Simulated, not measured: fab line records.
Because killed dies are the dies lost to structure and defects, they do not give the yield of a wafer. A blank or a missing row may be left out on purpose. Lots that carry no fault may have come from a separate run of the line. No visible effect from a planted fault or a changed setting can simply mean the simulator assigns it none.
A struck lot beside a sound one | flow sky130 | 15 steps out of a route of 708
Sound: wafers L874.1, L874.3, L874.6. Wafers L868.1, L868.2, L868.5 were the ones struck. The cause is given at the end.
At each step with rows: each side's tool, then ch and its chambers, then its first start. Under that, the readings that differ: sound wafers | struck wafers | difference of the means | sigmas: that difference in standard deviations of wafers without a fault.
alike: same words and numbers on both sides, and readings whose means sit less than 2 such deviations apart. not compared: any withheld reading, any reading some wafer has no value for, any bound like >300 that may hide the same value, and any number with overlapping values for which the record gives no deviation.
A row with sigmas, a row that says differs or no value, or rows on one side alone: a step with any of these is where the two part. When numbers do not overlap yet have no deviation, they are printed without sigmas and do not part them. Lack of a reading on every wafer of one side parts them only where that side has two or more wafers.

SKY_CONTACT_OVL_MEAS_15:
  sound on overlay-01 at day 37 11:55; struck on overlay-02 at day 34 12:50
  reading          | sound    | struck | difference | sigmas
  CONTACT_OVL (nm) | 1 -4 -16 | 9 8 6  | +14        | +2
then, 1 step without rows for these wafers: SKY_CONTACT_ETCH_16 (etches BARC in N2/H2, stops on SiO2, time 45.9 s, target depth 60 nm).
SKY_CONTACT_ETCH_17: etches SiO2 in C4F8/O2/Ar, stops on Si3N4, target depth 340 nm.
  sound on rie-diel-04 ch 1,2,3, day 37 11:59; struck on rie-diel-03 ch 0,2,3, day 34 12:55
  alike: oes-product-au
SKY_CONTACT_ETCH_18: etches Si3N4 in CHF3/O2, stops on TiN, time 39 s, target depth 75 nm.
  sound: rie-diel-04 ch 1,2,3; struck: rie-diel-03 ch 0,2,3
  alike: O2_flow_sccm, drypump-motor-current-A, oes-product-au, throttle-valve-pct
  not compared: rf-hours-counter-h
SKY_CONTACT_STRIP_19: strips in O2/N2.
  sound on plasma-asher-02 ch 0,1, day 37 12:04; struck on plasma-asher-03 ch 0,1, day 34 13:00
  alike: drypump-motor-current-A, oes-product-au, strip-time-to-endpoint-s
  not compared: rf-hours-counter-h
then, 4 steps without rows for these wafers: SKY_CONTACT_STRIP_20 (strips in post etch residue remover, time 1200 s); SKY_CONTACT_CLEAN_21 (cleans in IPA, time 180 s); SKY_CONTACT_CLEAN_22 (cleans in O3/DIW); SKY_CONTACT_SPUTTER_23 (material TiN, target thk 20 nm, time 80 s).
SKY_CONTACT_CVD_24: deposits W, target thk 340 nm, time 102.12 s.
  sound on cvd-w-01 ch 1, day 37 12:46; struck on cvd-w-01 ch 0,1, day 34 13:39
  alike: heater-power-w
SKY_CONTACT_RS_MEAS_25: a four-point-probe measurement.
  sound on film-metro-01 at day 37 12:53; struck on film-metro-03 at day 34 13:46
  alike: CONTACT_W_RS
SKY_CONTACT_THK_MEAS_26: measures by xrf.
  sound on film-metro-01 at day 37 13:00; struck on film-metro-03 at day 34 13:53
  alike: CONTACT_W_THK
SKY_CONTACT_CMP_27: polishes, stops on SiO2, t overpolish 15 s, target thk 0 nm.
  sound on cmp-02 ch 2,3, day 37 13:04; struck on cmp-02 ch 0,1,2, day 34 13:56
  reading                | sound                | struck               | difference | sigmas
  overpolish-run-s (s)   | 15.004 14.992 15.015 | 17.804 17.832 17.816 | +2.814     | +99 or more
  t-overpolish-s (s)     | 15 15 15             | 17.827 17.827 17.827 | +2.827     |
  time-to-endpoint-s (s) | 83 82 82             | 94 87 93             | +9         | +3
  alike: motor-current-A
SKY_METAL1_SPUTTER_00: material Ti, target thk 15 nm, time 10 s.
  sound on pvd-sputter-02 at day 37 13:22; struck on pvd-sputter-01 at day 34 14:14
  reading                | sound          | struck         | difference | sigmas
  throttle-valve-pct (%) | 32.1 30.0 32.3 | 29.3 28.8 30.4 | -2.0       | -2
  alike: cathode-dc-power-W
-- the record jumps here: 13 days lie between the struck wafers' starts before and after (it left off in module METAL1 and takes up again in module PAD_OPEN, whose first step shown is number 708 of the route) --
SKY_PAD_OPEN_PROBE_99:
  the record has rows for the struck wafers here (prober-01, day 48 00:07) and none for the sound ones

== WHERE THEY PART ==
First at SKY_CONTACT_OVL_MEAS_15; last, within this record, at SKY_PAD_OPEN_PROBE_99.

WHY: whatever the simulator had introduced
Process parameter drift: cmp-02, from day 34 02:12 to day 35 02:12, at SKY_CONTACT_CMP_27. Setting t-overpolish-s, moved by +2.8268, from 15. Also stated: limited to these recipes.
